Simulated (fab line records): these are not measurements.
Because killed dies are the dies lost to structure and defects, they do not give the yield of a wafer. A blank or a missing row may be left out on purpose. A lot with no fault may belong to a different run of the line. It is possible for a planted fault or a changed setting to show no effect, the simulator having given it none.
A lot that was struck, set against a sound lot ; flow sky130 ; 16 out of 708 route steps
Sound: these wafers, L919.2, L919.3, L919.6. Struck: wafers L925.1, L925.4, L925.6. The cause is named last.
For every step that has rows: the tool of each side, followed by ch and its chambers, followed by its first start. Under that, the readings that differ: sound wafers ; struck wafers ; difference of the means ; sigmas: that difference in standard deviations of wafers without a fault.
alike: readings whose means differ by less than 2 such deviations, and words and numbers that are the same on both sides. not compared: withheld readings, readings that some wafer has no value for, bounds like >300 that may hide the same value, and numbers for which the record gives no deviation and whose values overlap.
Wherever a step has rows on one side only, a row that says differs or no value, or a row with sigmas, the two part there. When numbers do not overlap yet have no deviation, they are printed without sigmas and do not part them. A reading that every wafer of one side lacks parts them only if that side has two wafers or more.

SKY_POLY_GATE_THK_MEAS_04:
  sound on film-metro-04, day 15 14:53; struck on film-metro-03, day 17 23:49
  alike: POLY_GATE_CVD_03_THK
then, 8 steps without rows for these wafers: SKY_POLY_GATE_DEHYDRATE_05 (time 60 s); SKY_POLY_GATE_HMDS_06 (prime time 60 s); SKY_POLY_GATE_COAT_07 (resist thk 110 nm); SKY_POLY_GATE_COAT_08 (resist thk 450 nm); SKY_POLY_GATE_SOFTBAKE_09 (time 90 s); SKY_POLY_GATE_EXPOSE_10 (exposes mask P1M, target cd 150 nm); SKY_POLY_GATE_PEB_11; SKY_POLY_GATE_DEVELOP_12 (develop time 60 s).
SKY_POLY_GATE_CD_MEAS_13: the cd target is 150 nm.
  sound on cd-sem-01, day 16 17:38; struck on cd-sem-01, day 19 05:34
  alike: cd-nm
SKY_POLY_GATE_OVL_MEAS_14:
  sound on overlay-02, day 16 17:45; struck on overlay-01, day 19 05:41
  alike: POLY_GATE_OVL
SKY_POLY_GATE_ETCH_15: etches BARC in N2/H2, stops on SiO2, time 118.5 s, target depth 110 nm.
  sound on rie-diel-03 ch 0,1,3, day 16 17:47; struck on rie-diel-03 ch 0,1, day 19 05:43
  alike: bias-w, chamber-pressure-mTorr, drypump-motor-current-A, oes-product-au, throttle-valve-pct
  not compared: rf-hours-counter-h
SKY_POLY_GATE_ETCH_16: etches Si3N4 in CH3F/O2, stops on poly-Si, time 147.5 s, target depth 75 nm.
  sound on rie-diel-03 ch 0,1,3, day 16 17:52; struck on rie-diel-03 ch 0,1, day 19 05:48
  no value came back on the struck wafers for any of 5 readings (O2_flow_sccm (sccm), bias-w (W) and others); on the sound wafers O2_flow_sccm (sccm) reads 30.03 30.10 30.08
reading;sound;struck;difference;sigmas
model.KrF-thick_of_POLY_GATE_COAT_08.thk-nm (nm);228.7 236.9 233;345.1 345 345.3;+112.3;
  not compared: rf-hours-counter-h
SKY_POLY_GATE_ETCH_17: etches poly-Si in HBr/Cl2, stops on SiO2, target depth 180 nm, time 70.5 s.
  sound on rie-si-02 ch 0,1,3, day 16 17:58; struck on rie-si-02 ch 1,2,3, day 19 05:54
reading;sound;struck;difference;sigmas
model.KrF-thick_of_POLY_GATE_COAT_08.thk-nm (nm);140.4 144.3 141;255.8 250.5 253.4;+111.3;
  alike: HBr_flow_sccm, bias-w, drypump-motor-current-A, oes-product-au, throttle-valve-pct
  not compared: rf-hours-counter-h
SKY_POLY_GATE_STRIP_18: strips in O2/N2.
  sound on plasma-asher-03 ch 0,1, day 16 18:01; struck on plasma-asher-02 ch 0,1, day 19 05:58
reading;sound;struck;difference;sigmas
oes-product-au (a.u.);0.366 0.363 0.363;0.420 0.404 0.407;+0.046;+10
strip-time-to-endpoint-s (s);3.17 3.22 3.17;4.42 4.35 4.37;+1.19;+22
  alike: drypump-motor-current-A
  not compared: rf-hours-counter-h
then, 1 step without rows for these wafers: SKY_POLY_GATE_CLEAN_19 (cleans in SC1/SC2, time 150 s).

## WHERE THEY PART
Earliest at SKY_POLY_GATE_ETCH_16; latest, in this record, at SKY_POLY_GATE_STRIP_18.

WHY: what had been put in by the simulator
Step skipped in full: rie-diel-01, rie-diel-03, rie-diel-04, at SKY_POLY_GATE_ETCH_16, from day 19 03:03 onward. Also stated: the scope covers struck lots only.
